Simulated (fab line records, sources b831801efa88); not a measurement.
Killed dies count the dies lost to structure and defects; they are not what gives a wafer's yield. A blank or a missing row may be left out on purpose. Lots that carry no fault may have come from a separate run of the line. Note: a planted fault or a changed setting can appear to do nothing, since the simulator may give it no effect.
A lot that was struck, set against a sound lot	flow sfqLine	42 steps out of a route of 325
Sound: the wafers L386.1, L386.5, L386.6. Struck: wafers L397.1, L397.4. (L397.2 of the same lot was not struck and is left out.) The cause comes at the end.
Per side, at each step with rows, come the tool, then ch with its chambers, and then its first start. Under that, the readings that differ: sound wafers	struck wafers	difference of the means	sigmas: that difference in standard deviations of wafers without a fault.
alike: a reading whose means differ by less than 2 such deviations, as well as words and numbers matching on both sides. not compared: withheld readings; readings where some wafer has no value; bounds like >300 that might hide an equal value; numbers whose values overlap and for which the record gives no deviation.
A row with sigmas, a row that says differs or no value, or rows on one side alone: a step with any of these is where the two part. When numbers do not overlap yet have no deviation, they are printed without sigmas and do not part them. A reading missing from all wafers of one side parts the sides only when that side holds two or more wafers.

first, 6 steps without rows for these wafers: SFQ_TRILAYER_M1_LITHO_COAT_044 (resist thk 62 nm); SFQ_TRILAYER_M1_LITHO_COAT_039 (resist thk 600 nm); SFQ_TRILAYER_M1_LITHO_SOFTBAKE_043; SFQ_TRILAYER_M1_LITHO_EXPOSE_040 (exposes mask M1, target cd 500 nm); SFQ_TRILAYER_M1_LITHO_PEB_042 (peb time 60 s); SFQ_TRILAYER_M1_LITHO_DEVELOP_041 (time 60 s).
SFQ_M1_OVL_MEAS_911:
  sound on overlay-02 at day 18 04:05; struck on overlay-02 at day 20 23:25
  alike: M1_OVL
then, 2 steps without rows for these wafers: SFQ_TRILAYER_M1_BARC_OPEN_METAL_ETCH_054 (etches BARC in O2, target depth 125 nm, time 41.7 s); SFQ_TRILAYER_M1_ETCH_METAL_ETCH_042 (etches Nb in Cl2/Ar, stops on SiO2, target depth 240 nm, time 120 s).
SFQ_TRILAYER_M1_STRIP_STRIP_043: strips in O2.
  sound on rieMetal-03 ch 0,1, day 18 04:19; struck on rieMetal-02 ch 0,1, day 20 23:38
  alike: drypumpMotorCurrentA, oesProductAu
  not compared: rfHoursCounterH
then, 2 steps without rows for these wafers: SFQ_TRILAYER_M1_STRIP_SOLV_CLEAN_044 (cleans in NMP, time 600 s); SFQ_TRILAYER_I1_DEP_PECVD_045 (deposits SiO2 from SiH4/N2O, time 111.11 s, target thk 500 nm).
SFQ_TRILAYER_I1_CMP_CMP_046: polishes SiO2.
  sound on cmp-02 ch 0,1, day 18 05:46; struck on cmp-02 ch 1,3, day 21 00:29
reading	sound	struck	difference	sigmas
timeToEndpointS (s)	225 222 227	245 252	+24	+4
model.SiO2_of_TRILAYER_I1_DEP_PECVD_045.thkNm (nm)	200.2 201.7 199.5	149.5 148.7	-51.4	
  alike: motorCurrentA
SFQ_I1_BOW_MEAS_912:
  sound on filmMetro-01 at day 18 08:46; struck on filmMetro-03 at day 21 03:29
reading	sound	struck	difference	sigmas
I1_BOW (um)	-2 -14 -16	8 18	+24	+3
SFQ_TRILAYER_I1_METRO_MEASURE_047:
  sound on filmMetro-01 at day 18 08:53; struck on filmMetro-03 at day 21 03:37
reading	sound	struck	difference	sigmas
thkNm (nm)	200.2 201.7 199.5	149.5 148.8	-51.3	-51
then, 6 steps without rows for these wafers: SFQ_TRILAYER_I1_VIA_LITHO_COAT_054 (resist thk 62 nm); SFQ_TRILAYER_I1_VIA_LITHO_COAT_049 (resist thk 650 nm); SFQ_TRILAYER_I1_VIA_LITHO_SOFTBAKE_053; SFQ_TRILAYER_I1_VIA_LITHO_EXPOSE_050 (exposes mask I1, target cd 500 nm); SFQ_TRILAYER_I1_VIA_LITHO_PEB_052 (peb time 60 s); SFQ_TRILAYER_I1_VIA_LITHO_DEVELOP_051 (time 60 s).
-- the record jumps here: 5 days lie between the struck wafers' starts before and after --
SFQ_I1_OVL_MEAS_913:
  sound on overlay-01 at day 23 13:08; struck on overlay-01 at day 26 12:13
  alike: I1_OVL
then, 1 step without rows for these wafers: SFQ_TRILAYER_I1_VIA_BARC_OPEN_VIA_ETCH_071 (etches BARC in O2, target depth 125 nm, time 41.7 s).
SFQ_TRILAYER_I1_VIA_ETCH_VIA_ETCH_052: etches SiO2 in CHF3, stops on Nb, target depth 260 nm.
  sound on rieDiel-03 ch 0,3, day 23 13:13; struck on rieDiel-03 ch 1,2, day 26 12:17
reading	sound	struck	difference	sigmas
oesProductAu (a.u.)	0.858 0.864 0.852	0.731 0.733	-0.126	-24
model.etch.depthNm (nm)	200.2 201.7 199.5	149.5 148.7	-51.4	
model.I1.featureDepthNm (nm)	200.2 201.7 199.5	149.5 148.7	-51.4	
  alike: drypumpMotorCurrentA
SFQ_TRILAYER_I1_VIA_STRIP_STRIP_053: strips in O2.
  sound on rieMetal-01 ch 0,1, day 23 13:20; struck on rieMetal-01 ch 0, day 26 12:24
  alike: drypumpMotorCurrentA, oesProductAu
  not compared: rfHoursCounterH
then, 1 step without rows for these wafers: SFQ_TRILAYER_I1_VIA_STRIP_SOLV_CLEAN_054 (cleans in NMP, time 600 s).
SFQ_TRILAYER_M2_DEP_PRE_CLEAN_056: time 22.5 s.
  sound on pvdSputter-05 at day 23 14:06; struck on pvdSputter-04 at day 26 13:47
reading	sound	struck	difference	sigmas
model.SiO2_of_TRILAYER_I1_DEP_PECVD_045.thkNm (nm)	192.7 194.2 192	142 141.2	-51	
SFQ_TRILAYER_M2_DEP_SPUTTER_055: material Nb, target thk 200 nm, time 133.3 s.
  sound on pvdSputter-05 at day 23 14:08; struck on pvdSputter-04 at day 26 13:49
  alike: basePressurePa, throttleValvePct
SFQ_M2_RS_MEAS_914: measurement is done with a four-point probe.
  sound on filmMetro-04 at day 23 14:13; struck on filmMetro-04 at day 26 13:55
  alike: M2_NB_RS
then, 6 steps without rows for these wafers: SFQ_TRILAYER_M2_LITHO_COAT_062 (resist thk 62 nm); SFQ_TRILAYER_M2_LITHO_COAT_057 (resist thk 600 nm); SFQ_TRILAYER_M2_LITHO_SOFTBAKE_061; SFQ_TRILAYER_M2_LITHO_EXPOSE_058 (exposes mask M2, target cd 500 nm); SFQ_TRILAYER_M2_LITHO_PEB_060 (peb time 60 s); SFQ_TRILAYER_M2_LITHO_DEVELOP_059 (time 60 s).
-- the record jumps here: 5 days lie between the struck wafers' starts before and after --
SFQ_M2_OVL_MEAS_916:
  sound on overlay-01 at day 23 18:53; struck on overlay-01 at day 31 19:00
  alike: M2_OVL
SFQ_TRILAYER_M2_BARC_OPEN_METAL_ETCH_077: etches BARC in O2, target depth 125 nm, time 41.7 s.
  sound on rieMetal-03 ch 0, day 23 18:55; struck on rieMetal-03 ch 1, day 31 19:02
  alike: drypumpMotorCurrentA, oesProductAu
  not compared: rfHoursCounterH
SFQ_TRILAYER_M2_ETCH_METAL_ETCH_060: etches Nb in Cl2/Ar, stops on SiO2, target depth 240 nm, time 120 s.
  sound on rieMetal-03 ch 0, day 23 19:02; struck on rieMetal-03 ch 1, day 31 19:05
  alike: drypumpMotorCurrentA, oesProductAu
  not compared: rfHoursCounterH
then, 3 steps without rows for these wafers: SFQ_TRILAYER_M2_STRIP_STRIP_061 (strips in O2); SFQ_TRILAYER_M2_STRIP_SOLV_CLEAN_062 (cleans in NMP, time 600 s); SFQ_TRILAYER_I2_DEP_PECVD_063 (deposits SiO2 from SiH4/N2O, time 111.11 s, target thk 500 nm).
-- the record jumps here: 51 days lie between the struck wafers' starts before and after --
SFQ_M8_BOW_MEAS_951:
  sound on filmMetro-03 at day 75 06:47; struck on filmMetro-03 at day 83 02:19
reading	sound	struck	difference	sigmas
M8_BOW (um)	-6 -17 -21	8 17	+27	+2
model.etest.i1.linkOhm	1.999 2.013 1.987	1.936 1.948	-0.058	

== WHERE THEY PART ==
At SFQ_TRILAYER_I1_CMP_CMP_046 first; at SFQ_M8_BOW_MEAS_951 last (within this record only).

WHY: what had been put in by the simulator
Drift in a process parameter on cmp-02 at SFQ_TRILAYER_I1_CMP_CMP_046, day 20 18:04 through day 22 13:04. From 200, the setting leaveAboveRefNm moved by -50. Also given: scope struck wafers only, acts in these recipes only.
